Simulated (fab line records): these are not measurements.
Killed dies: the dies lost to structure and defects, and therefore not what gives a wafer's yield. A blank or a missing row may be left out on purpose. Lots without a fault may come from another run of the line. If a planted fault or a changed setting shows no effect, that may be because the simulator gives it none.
One fault through the eyes of 2 desks -- flow sky130 -- each desk has only its own numbers; what lay behind them comes last

## DESK OF THE TOOL OWNER: rie diel-02
The tool's own readings at SKY_VIA3_ETCH_14 (etches BARC in N2/H2, stops on SiO2, time 45.9 s, target depth 60 nm): means of the sampled wafers that have a number, for each lot that ran on this tool. If a lot's mean is further than 4 standard deviations from the usual mean, the lot is out of limits and carries the mark OUT (the distance appears in the brackets).
Columns: A = drypump motor current A at SKY_VIA3_ETCH_14, usual 5.8 A; B = oes product au at SKY_VIA3_ETCH_14, usual 0.854 a.u.; C = run length s at SKY_VIA3_ETCH_14, usual 74.1 s; D = throttle valve pct at SKY_VIA3_ETCH_14, usual 13.226 %
lot,first seen here,A,B,C,D
L527,day 40 18:14,6.2,0.850,74.0,13.232
L534,day 42 18:48,5.8,0.887 (+6.7) OUT,72.2 (-4.5) OUT,13.227
L535,day 43 01:08,6.3,0.887 (+6.5) OUT,72.1 (-4.9) OUT,13.225
L537,day 43 12:37,6.2,0.892 (+7.6) OUT,71.9 (-5.2) OUT,13.230
L546,day 46 02:02,6.3,0.854,73.8,13.237
This desk's verdict: out of limits on L534, L535, L537, starting with L534 at day 42 18:48 (oes product au at SKY_VIA3_ETCH_14). Within limits: L527, L546.

## THE METROLOGY DESK
Means of the sampled wafers that have a number, per lot and without regard to the tool the lot ran on: this is what the gauges read. If a lot's mean is further than 4 standard deviations from the usual mean, the lot is out of limits and carries the mark OUT (the distance appears in the brackets).
Columns: A = METAL4_OVL at SKY_METAL4_OVL_MEAS_14, usual 1 nm
lot,first seen here,A
L524,day 41 07:08,4
L525,day 41 23:48,-4
L526,day 42 15:20,3
L527,day 42 19:09,-0
L528,day 42 20:59,6
L534,day 44 17:54,6
L535,day 44 23:55,8
L537,day 45 10:25,12
L539,day 46 00:31,-0
L541,day 46 12:28,2
L543,day 47 12:59,-6
L544,day 47 13:52,0
L545,day 47 16:51,0
L546,day 47 22:44,0
L547,day 47 23:13,-1
Result from this desk: across the 15 lots, nothing is out of limits.

## TAKEN TOGETHER
The tool owner's desk could have raised an alarm at day 42 18:48, on L534, L535, L537.
Metrology desk: nothing out of limits seen.
The metrology desk has L534, L535, L537 on record, within its limits.
Every lot named ran SKY_VIA3_ETCH_14 on rie diel-02.

## WHAT HAD BEEN PUT IN BY THE SIMULATOR
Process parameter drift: rie diel-02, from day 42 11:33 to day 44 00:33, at SKY_VIA3_ETCH_14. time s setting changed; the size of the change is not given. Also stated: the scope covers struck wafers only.
Lots struck among those shown: L534, L535, L537.
Each desk's first reading out of limits, in hours after the fault started: the tool owner's desk, 7.
